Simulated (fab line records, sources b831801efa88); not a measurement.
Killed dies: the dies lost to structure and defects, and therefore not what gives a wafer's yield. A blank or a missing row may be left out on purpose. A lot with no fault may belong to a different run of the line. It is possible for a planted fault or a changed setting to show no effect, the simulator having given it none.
Which tool was responsible? | flow gf180mcu | Sampling: 11 lots, 33 wafers, 5 of 602 route steps

WHAT THE GAUGES SHOWED, per wafer
GF_CONTACT_THK_MEAS_01.
lot  | measured     | on            | CONTACT_CVD_00_THK (nm)
L492 | day 15 13:29 | film-metro-02 | 291.4 292.7 290.8
L493 | day 16 00:45 | film-metro-03 | 291.3 294.3 288.5
L494 | day 16 05:13 | film-metro-02 | 288.8 293.4 291.7
L496 | day 16 22:59 | film-metro-01 | 289.5 290.9 291.6
L497 | day 17 07:07 | film-metro-01 | 285.0 288.9 289.1
L498 | day 17 21:33 | film-metro-02 | 289.1 285.1 286.4
L501 | day 18 19:24 | film-metro-02 | 289.7 292.9 291.8
L504 | day 19 19:42 | film-metro-01 | 290.7 289.6 293.9
L505 | day 20 11:19 | film-metro-01 | 291.8 290.5 289.7
L506 | day 20 17:58 | film-metro-01 | 283.5 285.7 283.5
L507 | day 21 06:08 | film-metro-03 | 288.7 289.9 288.2

GF_CONTACT_RS_MEAS_25: uses a four-point probe to measure.
lot  | measured     | on            | CONTACT_W_RS (ohm/sq)
L492 | day 16 12:28 | film-metro-02 | 0.395 0.393 0.394
L493 | day 17 00:38 | film-metro-01 | 0.384 0.378 0.382
L494 | day 17 05:02 | film-metro-02 | 0.391 0.393 0.391
L496 | day 17 23:16 | film-metro-03 | 0.385 0.387 0.381
L497 | day 18 07:45 | film-metro-01 | 0.383 0.391 0.385
L498 | day 18 22:00 | film-metro-02 | 0.384 0.389 0.385
L501 | day 19 21:30 | film-metro-02 | 0.386 0.393 0.393
L504 | day 20 21:28 | film-metro-01 | 0.384 0.390 0.389
L505 | day 21 12:56 | film-metro-02 | 0.385 0.338 0.390
L506 | day 21 19:40 | film-metro-02 | 0.380 0.381 0.382
L507 | day 22 06:56 | film-metro-03 | 0.335 0.334 0.391

GF_CONTACT_THK_MEAS_26: measures by xrf.
lot  | measured     | on            | CONTACT_W_THK (nm)
L492 | day 16 12:35 | film-metro-02 | 296 295 295
L493 | day 17 00:46 | film-metro-01 | 300 306 303
L494 | day 17 05:10 | film-metro-02 | 294 295 296
L496 | day 17 23:23 | film-metro-03 | 306 303 309
L497 | day 18 07:52 | film-metro-01 | 304 296 301
L498 | day 18 22:07 | film-metro-02 | 303 298 302
L501 | day 19 21:35 | film-metro-02 | 299 293 293
L504 | day 20 21:35 | film-metro-01 | 304 299 300
L505 | day 21 13:01 | film-metro-02 | 300 341 297
L506 | day 21 19:46 | film-metro-02 | 305 305 302
L507 | day 22 07:03 | film-metro-03 | 343 343 295

WHICH TOOL RAN EACH LOT (tool, then ch and the chambers of the sampled wafers, then the start)
lot  | GF_SALICIDE_RTA_08               | GF_CONTACT_CVD_24
L492 | rtp-anneal-01 ch 0, day 15 13:21 | cvd-w-02 ch 0,1, day 16 12:22
L493 | rtp-anneal-01 ch 0, day 16 00:36 | cvd-w-01 ch 0,1, day 17 00:32
L494 | rtp-anneal-01 ch 0, day 16 05:05 | cvd-w-02 ch 0,1, day 17 04:56
L496 | rtp-anneal-01 ch 0, day 16 22:50 | cvd-w-02 ch 0,1, day 17 23:10
L497 | rtp-anneal-01 ch 0, day 17 06:59 | cvd-w-02 ch 0,1, day 18 07:38
L498 | rtp-anneal-02 ch 0, day 17 21:25 | cvd-w-02 ch 0,1, day 18 21:53
L501 | rtp-anneal-02 ch 0, day 18 19:16 | cvd-w-01 ch 0,1, day 19 21:22
L504 | rtp-anneal-02 ch 0, day 19 19:32 | cvd-w-02 ch 1, day 20 21:22
L505 | rtp-anneal-01 ch 0, day 20 11:11 | cvd-w-02 ch 0,1, day 21 12:48
L506 | rtp-anneal-01 ch 0, day 20 17:50 | cvd-w-01 ch 0,1, day 21 19:33
L507 | rtp-anneal-02 ch 0, day 21 05:59 | cvd-w-02 ch 0,1, day 22 06:49
- GF_SALICIDE_RTA_08: time 30 s.
- GF_CONTACT_CVD_24: deposits W, target thk 300 nm, time 90.339 s.

WHAT THE TOOLS THEMSELVES READ (means of the sampled wafers that have a number; where no wafer has one, the mark that the record gives instead)
GF_SALICIDE_RTA_08.
lot  | tool          | chamber-o2-ppm | lamp-power-pct (%) | wafer_temp_C_max
L492 | rtp-anneal-01 | 2.019          | 19.2               | 806.8
L493 | rtp-anneal-01 | 2.014          | 19.2               | 806.0
L494 | rtp-anneal-01 | 2.002          | 19.2               | 806.2
L496 | rtp-anneal-01 | 2.023          | 19.2               | 806.7
L497 | rtp-anneal-01 | 1.998          | 19.2               | 806.1
L498 | rtp-anneal-02 | 1.978          | 14.8               | 803.6
L501 | rtp-anneal-02 | 1.999          | 14.7               | 803.8
L504 | rtp-anneal-02 | 2.011          | 14.7               | 804.2
L505 | rtp-anneal-01 | 1.998          | 19.2               | 805.8
L506 | rtp-anneal-01 | 2.030          | 19.2               | 804.7
L507 | rtp-anneal-02 | 1.983          | 14.8               | 804.6

GF_CONTACT_CVD_24.
lot  | tool     | heater-power-w (W)
L492 | cvd-w-02 | 890
L493 | cvd-w-01 | 830
L494 | cvd-w-02 | 1006
L496 | cvd-w-02 | 929
L497 | cvd-w-02 | 939
L498 | cvd-w-02 | 923
L501 | cvd-w-01 | 830
L504 | cvd-w-02 | 1051
L505 | cvd-w-02 | 940
L506 | cvd-w-01 | 840
L507 | cvd-w-02 | 949

THE ANSWER, worked out from the rows above alone
Rule: usual is defined by the lots themselves. The widest of any qualifying gaps counts: lots, ordered by their means at a reading, are off when they make up no more than a third of the lots, leave a main group of 4 or more, and stand apart from it by 3 or more times the standard deviation of that group's means. Not used: any main group whose means are identical at the precision the tables above print for the reading. A lot without any number at a reading at which 4 lots or more have one is off too. Where the step has rows for the other lots, those lots are counted as sound. Order of review: gauges by route order, followed by the tools' own readings, for which a lot's mean as printed above is used. The first step at which some lot is off is used, and at that step the reading that is off furthest; a lot without a number counts as furthest.
Nothing can be told from this: no lot is off at any reading shown.

WHAT HAD BEEN PUT IN BY THE SIMULATOR
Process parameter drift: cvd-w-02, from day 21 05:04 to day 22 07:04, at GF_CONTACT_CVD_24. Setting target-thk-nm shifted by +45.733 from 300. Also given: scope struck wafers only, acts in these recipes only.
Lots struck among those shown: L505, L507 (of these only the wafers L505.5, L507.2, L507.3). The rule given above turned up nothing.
